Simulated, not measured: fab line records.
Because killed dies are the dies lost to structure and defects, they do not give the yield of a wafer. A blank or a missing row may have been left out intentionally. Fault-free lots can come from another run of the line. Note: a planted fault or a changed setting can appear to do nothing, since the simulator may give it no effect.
A lot that was struck, set against a sound lot :: flow sky130 :: 15 out of 708 route steps
Sound: the wafers L984.1, L984.3, L984.5. Struck: wafer L973.6 (L973.1, L973.2, from the same lot, were not struck and are left out); the cause is given at the end.
Order at every step that has rows: each side's tool, ch and its chambers, its first start. Under that, the readings that differ: sound wafers :: struck wafers :: difference of the means :: sigmas: that difference in standard deviations of wafers without a fault.
alike: readings with means less than 2 such deviations apart, plus words and numbers identical on both sides. not compared: withheld readings, readings lacking a value on some wafer, bounds such as >300 that could conceal the same value, and numbers that have no deviation in the record and whose values overlap.
The two part at a step that has a row with sigmas, a row that says differs or no value, or rows on one side only. When numbers do not overlap yet have no deviation, they are printed without sigmas and do not part them. A reading missing from all wafers of one side parts the sides only when that side holds two or more wafers.

SKY_LI_CONTACT_OVL_MEAS_13:
  sound: overlay-01 at day 34 17:30; struck: overlay-02 at day 31 05:39
  alike: LI_CONTACT_OVL
SKY_LI_CONTACT_ETCH_14: etches BARC in N2/H2, stops on SiO2, time 45.9 s, target depth 60 nm.
  sound on rie-diel-02 ch 1,2,3, day 34 17:32; struck on rie-diel-04 ch 2, day 31 05:41
  alike: drypump-motor-current-A, oes-product-au, throttle-valve-pct
  not compared: rf-hours-counter-h
then, 4 steps without rows for these wafers: SKY_LI_CONTACT_ETCH_15 (etches PSG in C4F8/O2/Ar, stops on Si, target depth 600 nm); SKY_LI_CONTACT_STRIP_16 (strips in O2/N2); SKY_LI_CONTACT_CLEAN_17 (cleans in NMP, time 600 s); SKY_LI_CONTACT_PRE_CLEAN_18 (time 5.6 s).
SKY_LI_CONTACT_SPUTTER_19: material Ti, target thk 20 nm, time 106.37 s.
  sound: pvd-sputter-03 at day 34 17:58; struck: pvd-sputter-04 at day 31 06:08
  alike: cathode-dc-power-W, chamber-pressure-pa, throttle-valve-pct
SKY_LI_CONTACT_SPUTTER_20: material TiN, target thk 20 nm, time 80 s.
  sound: pvd-sputter-03 at day 34 18:02; struck: pvd-sputter-04 at day 31 06:12
  alike: cathode-dc-power-W, chamber-pressure-pa, throttle-valve-pct
SKY_LI_CONTACT_CVD_21: deposits W, target thk 400 nm, time 120.56 s.
  sound on cvd-w-02 ch 1, day 34 18:06; struck on cvd-w-01 ch 0, day 31 06:16
  alike: heater-power-w
SKY_LI_CONTACT_RS_MEAS_22: uses a four-point probe to measure.
  sound: film-metro-02 at day 34 18:21; struck: film-metro-02 at day 31 06:23
  alike: LI_CONTACT_W_RS
SKY_LI_CONTACT_THK_MEAS_23: measures by xrf.
  sound: film-metro-02 at day 34 18:28; struck: film-metro-02 at day 31 06:31
  alike: LI_CONTACT_W_THK
SKY_LI_CONTACT_CMP_24: polishes, stops on PSG, t overpolish 20 s, target thk 0 nm.
  sound on cmp-01 ch 0,2,3, day 34 18:38; struck on cmp-02 ch 2, day 31 06:34
  alike: motor-current-A, overpolish-run-s, time-to-endpoint-s
SKY_LOCAL_INTERCONNECT_SPUTTER_00: material TiN, target thk 100 nm, time 83.3 s.
  sound: pvd-sputter-01 at day 34 18:50; struck: pvd-sputter-03 at day 31 06:52
reading: chamber-pressure-pa (Pa)
sound: 0.3996 0.3996 0.3990
struck: 0.4219
difference: +0.0225
sigmas: +26
  alike: cathode-dc-power-W, throttle-valve-pct
SKY_LOCAL_INTERCONNECT_RS_MEAS_01: uses a four-point probe to measure.
  sound: film-metro-04 at day 34 18:53; struck: film-metro-02 at day 31 06:56
  alike: LOCAL_INTERCONNECT_TIN_RS
-- a jump in the record: the struck wafers' starts before and after are 16 days apart (it breaks off in module LOCAL_INTERCONNECT and resumes in module PAD_OPEN, where the first step shown is number 708 of the route) --
SKY_PAD_OPEN_PROBE_99:
  sound: prober-02 at day 49 16:49; struck: prober-02 at day 47 07:36
  alike: killed_at_M0_to_M3, killed_at_M4_up, killed-at-contacts, killed-at-front-end, killed-at-other, killed-dies, killed-open, killed-short

WHERE THEY PART
SKY_LOCAL_INTERCONNECT_SPUTTER_00 only, going by this record. Later steps at which nothing parts them and some readings are alike: SKY_LOCAL_INTERCONNECT_RS_MEAS_01, SKY_PAD_OPEN_PROBE_99.

WHY: the cause the simulator had injected
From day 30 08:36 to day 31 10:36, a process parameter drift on pvd-sputter-03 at SKY_LOCAL_INTERCONNECT_SPUTTER_00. Setting chamber-pressure-pa shifted by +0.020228 from 0.4. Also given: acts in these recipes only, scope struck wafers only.
